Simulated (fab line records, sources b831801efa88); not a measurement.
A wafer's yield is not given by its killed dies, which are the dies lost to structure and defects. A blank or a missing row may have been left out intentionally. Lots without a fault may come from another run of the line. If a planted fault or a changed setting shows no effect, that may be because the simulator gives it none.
Which of the tools did it? | flow gf180mcu | 36 wafers from 12 lots sampled at 2 of the route's 602 steps

== WHAT EACH GAUGE READ, for each wafer ==
GF_V1_RS_MEAS_24: the measuring method here is four-point-probe.
lot  | measured     | on            | V1_W_RS (ohm/sq)
L075 | day 18 13:58 | film-metro-04 | 0.330 0.321 0.328
L077 | day 19 07:44 | film-metro-01 | 0.322 0.328 0.321
L079 | day 20 02:26 | film-metro-02 | 0.326 0.329 0.325
L081 | day 21 01:49 | film-metro-01 | 0.332 0.330 0.330
L083 | day 21 18:35 | film-metro-02 | 0.326 0.328 0.328
L085 | day 22 11:58 | film-metro-04 | 0.328 0.331 0.329
L087 | day 23 01:09 | film-metro-04 | 0.333 0.333 0.329
L089 | day 23 21:27 | film-metro-02 | 0.331 0.328 0.334
L091 | day 24 11:10 | film-metro-01 | 0.328 0.324 0.330
L093 | day 24 22:32 | film-metro-01 | 0.327 0.328 0.327
L095 | day 25 13:39 | film-metro-01 | 0.325 0.330 0.326
L097 | day 26 04:04 | film-metro-02 | 0.326 0.323 0.324

== TOOL THAT RAN EACH LOT (tool first, then ch and the chambers of the sampled wafers, then the start) ==
lot  | GF_V1_CVD_23
L075 | cvd-w-01 ch 0,1, day 18 13:51
L077 | cvd-w-01 ch 0,1, day 19 07:37
L079 | cvd-w-01 ch 0,1, day 20 02:20
L081 | cvd-w-01 ch 0,1, day 21 01:41
L083 | cvd-w-01 ch 0,1, day 21 18:27
L085 | cvd-w-02 ch 0,1, day 22 11:51
L087 | cvd-w-01 ch 0,1, day 23 01:02
L089 | cvd-w-01 ch 0,1, day 23 21:20
L091 | cvd-w-01 ch 0,1, day 24 11:04
L093 | cvd-w-02 ch 0,1, day 24 22:25
L095 | cvd-w-02 ch 0,1, day 25 13:32
L097 | cvd-w-01 ch 0,1, day 26 03:58
- GF_V1_CVD_23: deposits W, target thk 350 nm, time 105.05 s.

== THE ANSWER, worked out from the rows above alone ==
Rule: usual is defined by the lots themselves. The widest of any qualifying gaps counts: lots, ordered by their means at a reading, are off when they make up no more than a third of the lots, leave a main group of 4 or more, and stand apart from it by 3 or more times the standard deviation of that group's means. A main group whose means are all the same, to the digits that the tables above print for the reading, isn't used. Also off: a lot with no number at a reading for which 4 or more lots have one. Where the step has rows for the other lots, those lots are counted as sound.
Nothing can be told from this: no lot is off at any reading shown.

== WHAT THE SIMULATOR PUT IN ==
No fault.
